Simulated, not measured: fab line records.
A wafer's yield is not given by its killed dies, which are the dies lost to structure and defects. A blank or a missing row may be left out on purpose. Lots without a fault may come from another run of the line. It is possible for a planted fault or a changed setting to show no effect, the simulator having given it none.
What tool caused it? :: flow sky130 :: 13 lots, 39 wafers sampled, at 3 steps of a route of 708

## WHAT THE GAUGES SHOWED, per wafer
SKY_FIELD_ISO_THK_MEAS_04. Usual: for FIELD_ISO_CVD_03_THK the level is 165.4 nm and the standard deviation is 1.6.
lot: L612
measured: day 1 23:08
on: film_metro-03
FIELD_ISO_CVD_03_THK (nm): 163.9 163.2 162.6
flag: 

lot: L613
measured: day 2 01:48
on: film_metro-04
FIELD_ISO_CVD_03_THK (nm): 164.6 165.1 165.0
flag: 

lot: L614
measured: day 2 04:30
on: film_metro-01
FIELD_ISO_CVD_03_THK (nm): 163.9 164.4 163.7
flag: 

lot: L615
measured: day 2 09:59
on: film_metro-01
FIELD_ISO_CVD_03_THK (nm): 164.9 164.1 164.5
flag: 

lot: L617
measured: day 2 19:29
on: film_metro-04
FIELD_ISO_CVD_03_THK (nm): 163.3 165.1 165.0
flag: 

lot: L618
measured: day 3 00:53
on: film_metro-01
FIELD_ISO_CVD_03_THK (nm): 167.0 165.8 165.6
flag: 

lot: L620
measured: day 3 10:52
on: film_metro-03
FIELD_ISO_CVD_03_THK (nm): 163.3 165.0 164.8
flag: 

lot: L621
measured: day 3 17:44
on: film_metro-01
FIELD_ISO_CVD_03_THK (nm): 167.7 168.4 166.7
flag: 

lot: L623
measured: day 4 03:33
on: film_metro-01
FIELD_ISO_CVD_03_THK (nm): 166.2 167.1 166.6
flag: 

lot: L624
measured: day 4 06:43
on: film_metro-03
FIELD_ISO_CVD_03_THK (nm): 163.9 164.6 163.9
flag: 

lot: L627
measured: day 4 22:12
on: film_metro-04
FIELD_ISO_CVD_03_THK (nm): 166.7 166.8 166.0
flag: 

lot: L628
measured: day 5 07:05
on: film_metro-03
FIELD_ISO_CVD_03_THK (nm): 169.3 168.2 168.5
flag: 

lot: L633
measured: day 6 05:58
on: film_metro-04
FIELD_ISO_CVD_03_THK (nm): 167.7 167.6 166.5
flag: 

SKY_FIELD_ISO_THK_MEAS_23. Usual: for FIELD_ISO_OXIDATION_01_THK the level is 9.97 nm and the standard deviation is 0.22.
lot: L612
measured: day 2 15:56
on: film_metro-01
FIELD_ISO_OXIDATION_01_THK (nm): 10.20 10.19 10.30
flag: 

lot: L613
measured: day 2 18:47
on: film_metro-03
FIELD_ISO_OXIDATION_01_THK (nm): 9.95 9.97 10.11
flag: 

lot: L614
measured: day 2 21:58
on: film_metro-01
FIELD_ISO_OXIDATION_01_THK (nm): 10.04 10.32 10.18
flag: 

lot: L615
measured: day 3 04:50
on: film_metro-03
FIELD_ISO_OXIDATION_01_THK (nm): 9.91 9.82 9.90
flag: 

lot: L617
measured: day 3 13:40
on: film_metro-03
FIELD_ISO_OXIDATION_01_THK (nm): 9.97 10.07 10.01
flag: 

lot: L618
measured: day 3 19:50
on: film_metro-04
FIELD_ISO_OXIDATION_01_THK (nm): 10.05 10.21 10.14
flag: 

lot: L620
measured: day 4 05:25
on: film_metro-03
FIELD_ISO_OXIDATION_01_THK (nm): 9.81 9.82 9.76
flag: 

lot: L621
measured: day 4 12:19
on: film_metro-01
FIELD_ISO_OXIDATION_01_THK (nm): 9.56 9.68 9.53
flag: 

lot: L623
measured: day 5 01:05
on: film_metro-03
FIELD_ISO_OXIDATION_01_THK (nm): 9.78 9.87 9.92
flag: 

lot: L624
measured: day 5 01:05
on: film_metro-04
FIELD_ISO_OXIDATION_01_THK (nm): 10.05 9.84 10.25
flag: 

lot: L627
measured: day 6 01:14
on: film_metro-04
FIELD_ISO_OXIDATION_01_THK (nm): 10.03 9.96 9.98
flag: 

lot: L628
measured: day 6 09:17
on: film_metro-03
FIELD_ISO_OXIDATION_01_THK (nm): 10.20 10.19 10.20
flag: 

lot: L633
measured: day 7 04:40
on: film_metro-03
FIELD_ISO_OXIDATION_01_THK (nm): 10.01 9.83 9.74
flag: 

SKY_PWDE_OVL_MEAS_07. Usual: for PWDE_OVL the level is -0.1 nm and the standard deviation is 1.3.
lot: L612
measured: day 4 04:02
on: overlay-02
PWDE_OVL (nm): -1.1 1.2 -0.1
flag: 

lot: L613
measured: day 4 06:54
on: overlay-01
PWDE_OVL (nm): -2.4 -0.9 -1.1
flag: 

lot: L614
measured: day 4 12:07
on: overlay-01
PWDE_OVL (nm): -2.6 -1.4 -0.4
flag: 

lot: L615
measured: day 4 19:54
on: overlay-02
PWDE_OVL (nm): 0.2 -0.9 -2.2
flag: 

lot: L617
measured: day 5 04:04
on: overlay-01
PWDE_OVL (nm): -0.4 -0.6 0.0
flag: 

lot: L618
measured: day 5 11:34
on: overlay-02
PWDE_OVL (nm): -1.7 0.2 0.2
flag: 

lot: L620
measured: day 5 21:08
on: overlay-02
PWDE_OVL (nm): 0.6 -0.8 1.6
flag: 

lot: L621
measured: day 6 03:37
on: overlay-01
PWDE_OVL (nm): -1.4 -0.8 -0.8
flag: 

lot: L623
measured: day 6 18:52
on: overlay-02
PWDE_OVL (nm): -0.9 -1.0 -0.3
flag: 

lot: L624
measured: day 6 19:14
on: overlay-02
PWDE_OVL (nm): -1.1 0.9 0.6
flag: 

lot: L627
measured: day 8 03:35
on: overlay-02
PWDE_OVL (nm): -2.9 -2.2 -4.1
flag: 

lot: L628
measured: day 8 08:38
on: overlay-02
PWDE_OVL (nm): 0.1 -0.7 1.1
flag: 

lot: L633
measured: day 9 01:31
on: overlay-02
PWDE_OVL (nm): -0.8 -2.8 0.1
flag: 

## EACH LOT AND THE TOOL THAT RAN IT (in order: tool; ch and the chambers of the sampled wafers; start)
Before these readings, the record contains no process step.

## AS READ BY THE TOOLS THEMSELVES (means over the sampled wafers that have a number; for cases with no such wafer, the mark the record gives instead)
The record holds no such reading with a usual standard deviation.

## THE ANSWER, worked out from the rows above alone
Rule: take the mean of a lot's wafers that have a number; if it is more than 3 standard deviations from the usual mean, the lot is off. Also off: a lot with no number at a reading for which 4 or more lots have one. Any other lot the step has rows for is counted as sound. The gauges are gone through in route order, then the tools' own readings, and for those a lot's mean is taken as printed above. At the first step where some lot is off, the reading lying furthest off is the one used; lots without a number count as furthest.
Nothing can be told from this: no lot is off at any reading shown.

## WHAT WAS PUT IN BY THE SIMULATOR
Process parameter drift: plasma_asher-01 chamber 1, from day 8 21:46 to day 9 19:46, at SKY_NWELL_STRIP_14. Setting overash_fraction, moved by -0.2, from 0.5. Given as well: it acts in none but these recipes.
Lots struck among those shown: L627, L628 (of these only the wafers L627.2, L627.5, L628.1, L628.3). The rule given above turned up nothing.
